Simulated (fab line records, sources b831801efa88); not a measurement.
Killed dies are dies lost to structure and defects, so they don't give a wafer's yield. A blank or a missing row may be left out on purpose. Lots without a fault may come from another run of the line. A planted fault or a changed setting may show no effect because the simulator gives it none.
Which tool did it? | flow gf180mcu | 12 lots, 36 wafers sampled, at 6 steps of a route of 602

WHAT THE GAUGES READ, wafer by wafer
GF_STI_BOW_MEAS_00. Usual: INCOMING_BOW 0 um, standard deviation 6.4.
lot  | measured    | on            | INCOMING_BOW (um) | flag
L188 | day 1 15:01 | film_metro-02 | 4 4 -5            |
L189 | day 1 20:04 | film_metro-01 | 1 -9 1            |
L190 | day 2 01:01 | film_metro-03 | -1 -7 0           |
L192 | day 2 11:00 | film_metro-02 | -8 -9 -2          |
L194 | day 2 21:01 | film_metro-03 | 8 -6 -4           |
L195 | day 3 02:00 | film_metro-01 | 11 -7 5           |
L196 | day 3 07:01 | film_metro-03 | -7 -25 8          |
L199 | day 3 22:02 | film_metro-02 | 6 3 2             |
L202 | day 4 13:00 | film_metro-01 | 1 -3 1            |
L205 | day 5 04:01 | film_metro-03 | -6 -13 3          |
L209 | day 6 00:01 | film_metro-03 | 6 6 -1            |
L210 | day 6 05:01 | film_metro-02 | 3 6 6             |

GF_STI_CD_MEAS_12: target cd 220 nm. Usual: cd_nm 219.9 nm, standard deviation 1.1.
lot  | measured    | on        | cd_nm (nm)        | flag
L188 | day 2 06:32 | cd_sem-01 | 219.5 220.3 220.1 |
L189 | day 2 12:55 | cd_sem-01 | 221.0 220.6 220.8 |
L190 | day 2 16:58 | cd_sem-02 | 221.1 222.1 221.6 |
L192 | day 3 03:09 | cd_sem-02 | 220.8 221.1 221.4 |
L194 | day 3 13:22 | cd_sem-02 | 218.5 218.8 219.3 |
L195 | day 3 18:40 | cd_sem-02 | 218.7 217.9 218.8 |
L196 | day 3 23:02 | cd_sem-01 | 221.5 220.6 219.8 |
L199 | day 4 15:42 | cd_sem-02 | 219.2 218.8 219.1 |
L202 | day 5 06:32 | cd_sem-02 | 221.0 220.9 220.0 |
L205 | day 5 22:15 | cd_sem-01 | 219.1 221.7 219.6 |
L209 | day 6 18:32 | cd_sem-02 | 220.0 220.7 220.6 |
L210 | day 7 01:12 | cd_sem-01 | 219.7 220.4 220.2 |

GF_HV_LDD_CD_MEAS_31: target cd 400 nm. Usual: cd_nm 399.2 nm, standard deviation 2.6.
lot  | measured     | on        | cd_nm (nm)        | flag
L188 | day 11 19:04 | cd_sem-02 | 399.8 400.0 400.9 |
L189 | day 12 07:10 | cd_sem-02 | 400.1 401.3 400.4 |
L190 | day 12 11:04 | cd_sem-02 | 398.3 398.8 397.9 |
L192 | day 13 05:04 | cd_sem-01 | 401.2 400.8 400.3 |
L194 | day 13 22:44 | cd_sem-02 | 400.6 400.2 397.8 |
L195 | day 14 02:06 | cd_sem-01 | 399.9 400.1 397.2 |
L196 | day 14 07:29 | cd_sem-01 | 399.4 395.5 396.3 |
L199 | day 15 11:41 | cd_sem-02 | 399.0 400.2 397.2 |
L202 | day 16 10:15 | cd_sem-02 | 396.4 394.9 395.8 |
L205 | day 17 09:14 | cd_sem-02 | 400.3 399.8 397.9 |
L209 | day 18 16:13 | cd_sem-02 | - - -             | OFF
L210 | day 19 08:46 | cd_sem-01 | 402.9 401.4 400.7 |

GF_HV_LDD_TW_MEAS_38. Usual: HV_LDD_3_TW 1448, standard deviation 6.5.
lot  | measured     | on            | HV_LDD_3_TW    | flag
L188 | day 11 19:55 | film_metro-01 | 1460 1454 1462 |
L189 | day 12 07:59 | film_metro-03 | 1439 1433 1437 |
L190 | day 12 11:55 | film_metro-04 | 1440 1446 1443 |
L192 | day 13 05:55 | film_metro-04 | 1453 1448 1447 |
L194 | day 13 23:35 | film_metro-01 | 1452 1455 1451 |
L195 | day 14 02:57 | film_metro-04 | 1450 1450 1445 |
L196 | day 14 08:20 | film_metro-01 | 1446 1462 1458 |
L199 | day 15 12:31 | film_metro-01 | 1458 1453 1454 |
L202 | day 16 11:06 | film_metro-01 | 1449 1453 1457 |
L205 | day 17 10:05 | film_metro-04 | 1453 1448 1443 |
L209 | day 18 17:08 | film_metro-03 | 30 30 30       | OFF
L210 | day 19 09:37 | film_metro-01 | 1465 1456 1455 |

GF_HV_LDD_TW_MEAS_50. Usual: HV_LDD_4_TW 575.5, standard deviation 2.3.
lot  | measured     | on            | HV_LDD_4_TW          | flag
L188 | day 12 15:04 | film_metro-03 | 574.3 569.5 572.1    |
L189 | day 13 03:18 | film_metro-03 | 575.3 569.9 577.7    |
L190 | day 13 07:34 | film_metro-03 | 576.8 574.5 577.1    |
L192 | day 14 02:12 | film_metro-04 | 575.1 578.4 574.3    |
L194 | day 14 20:05 | film_metro-04 | 574.4 576.2 572.7    |
L195 | day 14 23:52 | film_metro-04 | 575.2 574.6 575.0    |
L196 | day 15 05:49 | film_metro-01 | 571.8 576.8 578.8    |
L199 | day 16 10:02 | film_metro-04 | 574.3 574.9 575.9    |
L202 | day 17 09:55 | film_metro-03 | 576.2 573.3 576.2    |
L205 | day 18 10:16 | film_metro-01 | 573.5 572.4 574.0    |
L209 | day 19 17:34 | film_metro-04 | 1478.1 1481.7 1479.9 | OFF
L210 | day 20 10:25 | film_metro-04 | 576.3 576.4 576.6    |

WHICH TOOL RAN EACH LOT (tool, then ch and the chambers of the sampled wafers, then the start)
lot  | GF_HV_LDD_EXPOSE_28
L188 | iline_stepper-01 ch 0, day 11 10:20
L189 | iline_stepper-02 ch 0, day 11 21:24
L190 | iline_stepper-01 ch 0, day 12 01:59
L192 | iline_stepper-01 ch 0, day 12 18:58
L194 | iline_stepper-01 ch 0, day 13 12:35
L195 | iline_stepper-02 ch 0, day 13 16:05
L196 | iline_stepper-01 ch 0, day 13 21:16
L199 | iline_stepper-01 ch 0, day 15 01:22
L202 | iline_stepper-01 ch 0, day 15 23:38
L205 | iline_stepper-02 ch 0, day 16 22:08
L209 | iline_stepper-02 ch 0, day 18 04:23
L210 | iline_stepper-02 ch 0, day 18 20:49
- GF_HV_LDD_EXPOSE_28: exposes mask Nplus HV AREA, target cd 400 nm.

WHAT THE TOOLS THEMSELVES READ (means of the sampled wafers that have a number; where no wafer has one, the mark that the record gives instead)
GF_HV_LDD_EXPOSE_28. Usual: exposure_dose_mJ_cm2 139.99, standard deviation 0.17; focus_offset_nm 0.0 nm, standard deviation 0.52.
lot  | tool             | exposure_dose_mJ_cm2 | focus_offset_nm (nm) | flag
L188 | iline_stepper-01 | 140.02               | -0.3                 |
L189 | iline_stepper-02 | 140.12               | -0.1                 |
L190 | iline_stepper-01 | 139.85               | 0.3                  |
L192 | iline_stepper-01 | 140.06               | -0.9                 |
L194 | iline_stepper-01 | 139.99               | -0.2                 |
L195 | iline_stepper-02 | 140.00               | 0.1                  |
L196 | iline_stepper-01 | 139.94               | 0.2                  |
L199 | iline_stepper-01 | 139.87               | 0.0                  |
L202 | iline_stepper-01 | 140.00               | 0.8                  |
L205 | iline_stepper-02 | 139.89               | 0.0                  |
L209 | iline_stepper-02 | 139.78               | 0.4                  |
L210 | iline_stepper-02 | 140.03               | -0.0                 |

THE ANSWER, worked out from the rows above alone
Rule: a lot is off if the mean of its wafers that have a number lies more than 3 standard deviations from the usual mean. A lot without any number at a reading at which 4 lots or more have one is off too. The other lots that the step has rows for count as sound. The gauges are gone through in route order, then the tools' own readings, and for those a lot's mean is taken as printed above. The first step at which some lot is off is used, and at that step the reading that is off furthest; a lot without a number counts as furthest.
Off: L209, at GF_HV_LDD_CD_MEAS_31 (cd_nm). Without a number there: L209.
A tool fits if, at a process step before that reading, it ran every lot that is off, and no sound lot after the first of them. The gauges at GF_HV_LDD_CD_MEAS_31 aren't tried: what is off there is off at GF_HV_LDD_TW_MEAS_38 too, on other tools, and a gauge's error can't cause that. None of those tried fits.

WHAT THE SIMULATOR HAD PUT IN
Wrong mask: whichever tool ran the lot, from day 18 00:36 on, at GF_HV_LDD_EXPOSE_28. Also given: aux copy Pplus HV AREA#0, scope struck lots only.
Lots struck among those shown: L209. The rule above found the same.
